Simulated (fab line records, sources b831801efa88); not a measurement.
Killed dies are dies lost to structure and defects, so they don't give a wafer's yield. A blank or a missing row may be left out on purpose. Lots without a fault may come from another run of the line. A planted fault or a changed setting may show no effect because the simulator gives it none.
Which tool did it? | flow sky130 | 7 lots, 21 wafers sampled, at 2 steps of a route of 708

WHAT THE GAUGES READ, wafer by wafer
SKY_VT_ADJUST_NCORE_TW_MEAS_11.
lot  | measured     | on            | VT_ADJUST_NCORE_TW
L893 | day 9 03:40  | film_metro-03 | 221.3 220.5 221.1
L896 | day 9 18:58  | film_metro-04 | 221.5 220.5 220.3
L899 | day 10 16:13 | film_metro-03 | 222.4 224.2 222.8
L901 | day 11 08:40 | film_metro-03 | 270.5 268.3 269.3
L905 | day 12 14:31 | film_metro-04 | 220.3 220.4 220.9
L909 | day 13 18:55 | film_metro-02 | 267.5 268.5 269.9
L913 | day 15 14:57 | film_metro-03 | 221.8 223.0 221.8

WHICH TOOL RAN EACH LOT (tool, then ch and the chambers of the sampled wafers, then the start)
lot  | SKY_VT_ADJUST_NCORE_IMPLANT_09
L893 | implanter-03 ch 0, day 9 03:25
L896 | implanter-01 ch 0, day 9 18:43
L899 | implanter-03 ch 0, day 10 15:59
L901 | implanter-04 ch 0, day 11 08:06
L905 | implanter-04 ch 0, day 12 14:16
L909 | implanter-04 ch 0, day 13 18:21
L913 | implanter-01 ch 0, day 15 14:42
- SKY_VT_ADJUST_NCORE_IMPLANT_09

THE ANSWER, worked out from the rows above alone
Rule: what is usual is taken from the lots themselves. Put in order of their means at a reading, lots are off if they are a third of the lots or fewer, leave a main group of 4 or more, and stand apart from it by a gap of 3 or more times the standard deviation of the main group's means; of several such gaps the widest counts. A main group whose means are all the same, to the digits that the tables above print for the reading, isn't used. A lot without any number at a reading at which 4 lots or more have one is off too. The other lots that the step has rows for count as sound.
Off: L901, L909, at SKY_VT_ADJUST_NCORE_TW_MEAS_11 (VT_ADJUST_NCORE_TW). The main group: mean 221.5, standard deviation 0.99.
A tool fits if, at a process step before that reading, it ran every lot that is off, and no sound lot after the first of them. The gauges at SKY_VT_ADJUST_NCORE_TW_MEAS_11 are tried like those tools. None of those tried fits.

WHAT THE SIMULATOR HAD PUT IN
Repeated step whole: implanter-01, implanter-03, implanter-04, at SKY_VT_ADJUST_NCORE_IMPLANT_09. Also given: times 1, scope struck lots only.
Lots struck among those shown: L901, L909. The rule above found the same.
